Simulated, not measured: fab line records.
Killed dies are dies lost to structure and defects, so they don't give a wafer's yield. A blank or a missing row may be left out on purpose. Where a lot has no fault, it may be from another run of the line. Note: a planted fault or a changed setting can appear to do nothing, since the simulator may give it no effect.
fab line records    flow sky130
record: lots: 13  wafers: 39  last_day: 50
route steps=708 shown POLY_GATE@228 POLY_CUT@317 RES_XHIGH@336
lots untouched by any fault: they come from a run of this same line in which no faults occurred
start_h: start of the lot's first displayed wafer, in hours after the record's first day    wait_h: hours elapsed since this lot's preceding step    " unchanged from the row above    L1.1+2: a row that stands for several wafers    - either no value or no given start    * or withheld: withheld    < > ~ a bound
route shown NAME@n: names a module that has steps shown in the file, with the first one's number in the route    usual: mean/standard deviation taken from wafers without a fault    same: alike in all rows    chamber/n: place in a boat    sites: the reading at each site    _std_site: standard deviation of those values    _edge_site: inner sites' mean taken away from outer sites' mean    radius_mm: how far each site lies from the wafer's centre    mask NAME#n: copy n    behind: the tool/chamber that last shaped the wafer    hold: why the lot went on hold/how many hours it stayed there/how the hold came to an end    device: the n, p or np transistor that did not switch    end of line: at the end of the route, the tests of the same wafers    for a step that has no rows: nothing shown but its recipe    killed: dies lost to structure and defects at the first sort, not the wafer's yield    map: dies across one wafer; x = killed, . = not, _ = none there
set.NAME: setting as actually run; set.NAME@STEP: the setting as run at that earlier step    model.NAME: the simulator's own value behind a step, which no gauge read
route steps across a sampled set of lots; one table per step, one row per wafer
services: when a tool's chamber went out of use (start_h, in hours from the record's first day, below 0 if earlier), for how many hours, and the reason
== steps ==
step: SKY_POLY_GATE_OVL_MEAS_14
usual: POLY_GATE_OVL: 4/8
lot.wafer  tool        chamber  start_h  wait_h  POLY_GATE_OVL[nm]
L486.2     overlay-01  -        358.38   0.1     11
L486.4     "           -        "        "       9
L486.5     "           -        "        "       10
L487.2     overlay-01  -        376.98   0.1     13
L487.3     "           -        "        "       4
L487.5     "           -        "        "       18
L488.3     overlay-01  -        381.80   0.1     14
L488.4     "           -        "        "       16
L488.6     "           -        "        "       13
L489.1     overlay-01  -        388.12   0.1     10
L489.2     "           -        "        "       10
L489.6     "           -        "        "       9
L491.3     overlay-02  -        412.15   0.1     9
L491.4     "           -        "        "       12
L491.5     "           -        "        "       9
L499.1     overlay-01  -        488.27   0.1     -9
L499.3     "           -        "        "       -4
L499.6     "           -        "        "       -18
L500.3     overlay-01  -        495.45   0.1     14
L500.5     "           -        "        "       7
L500.6     "           -        "        "       6
L502.1     overlay-01  -        507.74   0.1     8
L502.5     "           -        "        "       -1
L502.6     "           -        "        "       2
L503.2     overlay-02  -        516.93   0.1     0
L503.4     "           -        "        "       6
L503.6     "           -        "        "       4
L504.1     overlay-01  -        522.67   0.1     -6
L504.4     "           -        "        "       1
L504.5     "           -        "        "       0
L505.1     overlay-01  -        530.12   0.1     8
L505.2     "           -        "        "       6
L505.3     "           -        "        "       7
L507.1     overlay-02  -        548.32   0.1     16
L507.2     "           -        "        "       8
L507.6     "           -        "        "       11
L508.1     overlay-02  -        553.02   0.1     -8
L508.4     "           -        "        "       -4
L508.6     "           -        "        "       -2
step: SKY_POLY_CUT_ETCH_10
recipe: chemistry: N2/H2  target: BARC  ion_energy_ev: 200  source_w: 500  bias_w: 100  pressure_mtorr: 30  n2_flow_sccm: 100  h2_flow_sccm: 200  stop_on: SiO2  time_s: 45.9  target_depth_a: 600
usual: drypump_motor_current_A: 5.7/0.36  oes_product_au: 0.855/0.0051  throttle_valve_pct: 13.225/0.009
lot.wafer  tool         chamber  start_h  wait_h  drypump_motor_current_A  oes_product_au  rf_hours_counter_h  throttle_valve_pct
L486.2     rie_diel-01  2        546.41   0.0     6.0                      0.859           11                  13.235
L486.4     "            1        "        "       5.9                      0.850           2                   13.214
L486.5     "            0        "        "       5.8                      0.859           -                   13.222
L487.2     rie_diel-01  2        564.49   0.0     6.0                      0.862           11                  13.232
L487.3     "            0        "        "       5.8                      0.852           2                   13.223
L487.5     "            1        "        "       5.9                      0.846           -                   13.240
L488.3     rie_diel-04  1        568.94   0.0     5.8                      0.861           19                  13.218
L488.4     "            2        "        "       4.9                      0.853           9                   13.232
L488.6     "            0        "        "       5.1                      0.867           -                   13.221
L489.1     rie_diel-04  0        576.69   0.0     5.1                      0.854           48                  13.231
L489.2     "            2        "        "       4.9                      0.856           10                  13.244
L489.6     "            3        "        "       5.6                      0.847           -                   13.216
L491.3     rie_diel-01  1        598.36   0.0     5.8                      0.854           3                   13.240
L491.4     "            0        "        "       5.8                      0.847           2                   13.219
L491.5     "            2        "        "       6.0                      0.860           -                   13.219
L499.1     rie_diel-04  0        668.96   0.0     5.1                      0.854           50                  13.230
L499.3     "            3        "        "       5.6                      0.854           33                  13.208
L499.6     "            0        "        "       5.1                      0.854           -                   13.236
L500.3     rie_diel-01  3        677.86   0.0     5.7                      0.850           6                   13.216
L500.5     "            0        "        "       5.7                      0.850           -                   13.229
L500.6     "            3        "        "       5.8                      0.850           -                   13.224
L502.1     rie_diel-01  3        687.06   0.0     5.7                      0.853           6                   13.213
L502.5     "            3        "        "       5.7                      0.856           -                   13.233
L502.6     "            0        "        "       5.8                      0.858           -                   13.223
L503.2     rie_diel-04  1        696.06   0.0     5.8                      0.859           22                  13.221
L503.4     "            0        "        "       5.1                      0.845           51                  13.227
L503.6     "            0        "        "       5.1                      0.854           -                   13.228
L504.1     rie_diel-04  2        707.76   0.0     4.9                      0.853           12                  13.216
L504.4     "            3        "        "       5.6                      0.853           34                  13.240
L504.5     "            1        "        "       5.8                      0.863           -                   13.235
L505.1     rie_diel-02  2        710.11   0.0     6.2                      0.851           3                   13.241
L505.2     "            0        "        "       5.5                      0.855           1                   13.217
L505.3     "            3        "        "       6.0                      0.857           8                   13.216
L507.1     rie_diel-02  3        726.26   0.0     6.1                      0.853           9                   13.226
L507.2     "            1        "        "       5.6                      0.854           3                   13.211
L507.6     "            3        "        "       6.0                      0.854           -                   13.232
L508.1     rie_diel-01  2        729.19   0.0     6.0                      0.859           14                  13.226
L508.4     "            1        "        "       5.9                      0.845           5                   13.233
L508.6     "            0        "        "       5.7                      0.859           -                   13.221
step: SKY_POLY_CUT_ETCH_11
recipe: target: Si3N4  chemistry: CF4/CH2F2/Ar  stop_on: poly-Si  source_w: 600  bias_w: 150  pressure_mtorr: 40  cf4_flow_sccm: 40  ch2f2_flow_sccm: 20  Ar_flow_sccm: 150  time_s: 42.5  target_depth_a: 600
usual: drypump_motor_current_A: 5.7/0.35  mfc_ar_sccm: 150.0/0.45  oes_product_au: 0.830/0.0063  throttle_valve_pct: 14.995/0.0094
lot.wafer  tool         chamber  start_h  wait_h  drypump_motor_current_A  mfc_ar_sccm  oes_product_au  rf_hours_counter_h  throttle_valve_pct
L486.2     rie_diel-01  2        546.45   0.0     6.0                      151.1        0.838           11                  15.016
L486.4     "            1        "        "       5.9                      149.1        0.827           2                   14.996
L486.5     "            0        "        "       5.7                      149.3        0.841           -                   14.989
L487.2     rie_diel-01  2        564.54   0.0     6.0                      150.4        0.818           11                  14.992
L487.3     "            0        "        "       5.8                      150.5        0.826           2                   14.988
L487.5     "            1        "        "       5.9                      149.5        0.813           -                   15.000
L488.3     rie_diel-04  1        568.99   0.0     5.8                      149.4        0.824           19                  15.002
L488.4     "            2        "        "       4.8                      149.7        0.822           9                   14.995
L488.6     "            0        "        "       5.2                      150.1        0.822           -                   15.009
L489.1     rie_diel-04  0        576.74   0.0     5.1                      149.9        0.827           48                  15.004
L489.2     "            2        "        "       4.8                      150.3        0.835           10                  14.992
L489.6     "            3        "        "       5.6                      149.5        0.827           -                   14.991
L491.3     rie_diel-01  1        598.40   0.0     5.9                      150.6        0.830           3                   15.008
L491.4     "            0        "        "       5.8                      149.7        0.825           2                   15.008
L491.5     "            2        "        "       6.0                      149.9        0.827           -                   14.991
L499.1     rie_diel-04  0        669.00   0.0     5.1                      149.8        0.831           50                  14.982
L499.3     "            3        "        "       5.6                      149.6        0.837           33                  15.005
L499.6     "            0        "        "       5.1                      149.6        0.833           -                   14.996
L500.3     rie_diel-01  3        677.90   0.0     5.7                      150.5        0.836           6                   14.988
L500.5     "            0        "        "       5.8                      150.0        0.823           -                   15.018
L500.6     "            3        "        "       5.7                      149.6        0.828           -                   14.995
L502.1     rie_diel-01  3        687.10   0.0     5.7                      150.3        0.833           6                   14.989
L502.5     "            3        "        "       5.7                      150.1        0.831           -                   15.009
L502.6     "            0        "        "       5.7                      150.0        0.835           -                   14.990
L503.2     rie_diel-04  1        696.10   0.0     5.8                      149.5        0.832           22                  14.982
L503.4     "            0        "        "       5.2                      150.5        0.820           51                  14.993
L503.6     "            0        "        "       5.1                      150.2        0.827           -                   15.002
L504.1     rie_diel-04  2        707.80   0.0     4.8                      150.2        0.834           12                  14.988
L504.4     "            3        "        "       5.7                      150.6        0.838           34                  14.999
L504.5     "            1        "        "       5.8                      150.2        0.832           -                   15.010
L505.1     rie_diel-02  2        710.15   0.0     6.2                      150.5        0.835           3                   14.984
L505.2     "            0        "        "       5.5                      150.3        0.831           1                   14.991
L505.3     "            3        "        "       6.0                      149.2        0.826           8                   14.993
L507.1     rie_diel-02  3        726.30   0.0     6.0                      151.2        0.819           9                   14.985
L507.2     "            1        "        "       5.6                      150.7        0.820           3                   14.997
L507.6     "            3        "        "       6.0                      150.8        0.828           -                   14.995
L508.1     rie_diel-01  2        729.24   0.0     6.0                      149.7        0.844           14                  14.986
L508.4     "            1        "        "       5.9                      149.6        0.835           5                   15.007
L508.6     "            0        "        "       5.8                      149.6        0.833           -                   14.997
step: SKY_RES_XHIGH_EXPOSE_04
recipe: mask_id: URPM  na: 0.6  source_shape: conventional  sigma_outer: 0.6  polarization: unpolarized  target_cd_nm: 1270  dose_mj: 140
lot.wafer   tool              chamber  start_h  wait_h  mask
L486.2+4+5  iline_stepper-02  0        591.15   -       URPM#0
L487.2+3+5  iline_stepper-01  0        609.05   -       URPM#0
L488.3+4+6  iline_stepper-02  0        612.77   -       URPM#0
L489.1+2+6  iline_stepper-01  0        620.40   -       URPM#0
L491.3+4+5  iline_stepper-01  0        641.11   -       NSDM#0
L499.1+3+6  iline_stepper-01  0        712.65   -       URPM#0
L500.3+5+6  iline_stepper-01  0        720.36   -       URPM#0
L502.1+5+6  iline_stepper-01  0        729.20   -       URPM#0
L503.2+4+6  iline_stepper-01  0        737.17   -       URPM#0
L504.1+4+5  iline_stepper-02  0        749.70   -       URPM#0
L505.1+2+3  iline_stepper-02  0        751.95   -       URPM#0
L507.1+2+6  iline_stepper-02  0        767.45   -       URPM#0
L508.1+4+6  iline_stepper-01  0        771.83   -       URPM#0
step: SKY_RES_XHIGH_TW_MEAS_09
usual: RES_XHIGH_TW: 1636/9.7
lot.wafer  tool           chamber  start_h  wait_h  RES_XHIGH_TW
L486.2     film_metro-01  -        605.61   0.1     1640
L486.4     "              -        "        "       1641
L486.5     "              -        "        "       1639
L487.2     film_metro-04  -        623.13   0.1     1628
L487.3     "              -        "        "       1634
L487.5     "              -        "        "       1635
L488.3     film_metro-02  -        626.74   0.1     1635
L488.4     "              -        "        "       1631
L488.6     "              -        "        "       1632
L489.1     film_metro-02  -        634.65   0.1     1631
L489.2     "              -        "        "       1641
L489.6     "              -        "        "       1639
L491.3     film_metro-02  -        655.17   0.1     30
L491.4     "              -        "        "       30
L491.5     "              -        "        "       30
L499.1     film_metro-01  -        726.31   0.1     1638
L499.3     "              -        "        "       1635
L499.6     "              -        "        "       1654
L500.3     film_metro-04  -        734.17   0.1     1621
L500.5     "              -        "        "       1620
L500.6     "              -        "        "       1619
L502.1     film_metro-04  -        742.90   0.1     1620
L502.5     "              -        "        "       1618
L502.6     "              -        "        "       1625
L503.2     film_metro-04  -        750.61   0.1     1626
L503.4     "              -        "        "       1635
L503.6     "              -        "        "       1623
L504.1     film_metro-01  -        762.97   0.1     1653
L504.4     "              -        "        "       1664
L504.5     "              -        "        "       1649
L505.1     film_metro-02  -        765.50   0.1     1636
L505.2     "              -        "        "       1644
L505.3     "              -        "        "       1642
L507.1     film_metro-04  -        781.01   0.1     1644
L507.2     "              -        "        "       1624
L507.6     "              -        "        "       1627
L508.1     film_metro-02  -        785.12   0.1     1637
L508.4     "              -        "        "       1642
L508.6     "              -        "        "       1636
== services ==
tool              chamber  start_h  hours  kind
rie_diel-01       -        533.59   2.8    pm
iline_stepper-01  -        541.90   1.7    pm
iline_stepper-02  -        561.29   0.7    repair
rie_diel-02       -        564.46   15.1   repair
iline_stepper-02  -        578.51   4.4    pm
rie_diel-01       2        598.93   2.7    repair
iline_stepper-01  -        610.61   6.9    repair
rie_diel-04       0        620.55   4.2    repair
rie_diel-04       -        623.52   0.4    repair
iline_stepper-02  -        634.64   18.4   repair
rie_diel-01       1        636.05   3.6    repair
rie_diel-04       2        663.22   6.4    repair
rie_diel-02       3        673.17   13.3   repair
iline_stepper-01  0        718.01   -      calibration
rie_diel-04       2        719.57   5.8    repair
iline_stepper-02  -        731.49   1.7    pm
rie_diel-04       0        732.29   -      clean
rie_diel-04       0        732.29   17.5   scheduled_down
rie_diel-04       0        732.29   17.5   vent_cycle
iline_stepper-02  -        738.18   0.7    repair
iline_stepper-01  -        754.28   2.1    pm
iline_stepper-01  -        756.36   -      consumable_replace:lamp
iline_stepper-01  -        760.08   1.7    pm
rie_diel-01       0        761.67   13.6   repair
== key ==
first_sign: step: SKY_RES_XHIGH_EXPOSE_04  reading: mask  direction: changed
effect: step: SKY_RES_XHIGH_TW_MEAS_09  reading: RES_XHIGH_TW  direction: down  sigmas: 99+  usual: 1636  struck: 30
met_at SKY_RES_XHIGH_EXPOSE_04
struck_lots L491
sort_left_out L491.3,L491.4,L491.5
tester_left_out L491
not_acting_at SKY_POLY_GATE_OVL_MEAS_14,SKY_POLY_CUT_ETCH_10,SKY_POLY_CUT_ETCH_11
onset_between 620.40 641.11
fault: kind: wrong_mask  tool: any  chamber: -  onset_h: 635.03  steps: SKY_RES_XHIGH_EXPOSE_04  aux_copy: NSDM#0  scope: struck_lots_only
tester_left_out: of these lots the tester's yield and bins aren't shown, on N5 and GAA mostly nor the transistor test; their killed dies are dies lost to structure and defects alone, not to doping, threshold or leakage, so they don't give the yield
sort_left_out: the simulated sort isn't trusted on such a fault, so these wafers' sort isn't shown, and their yield isn't known
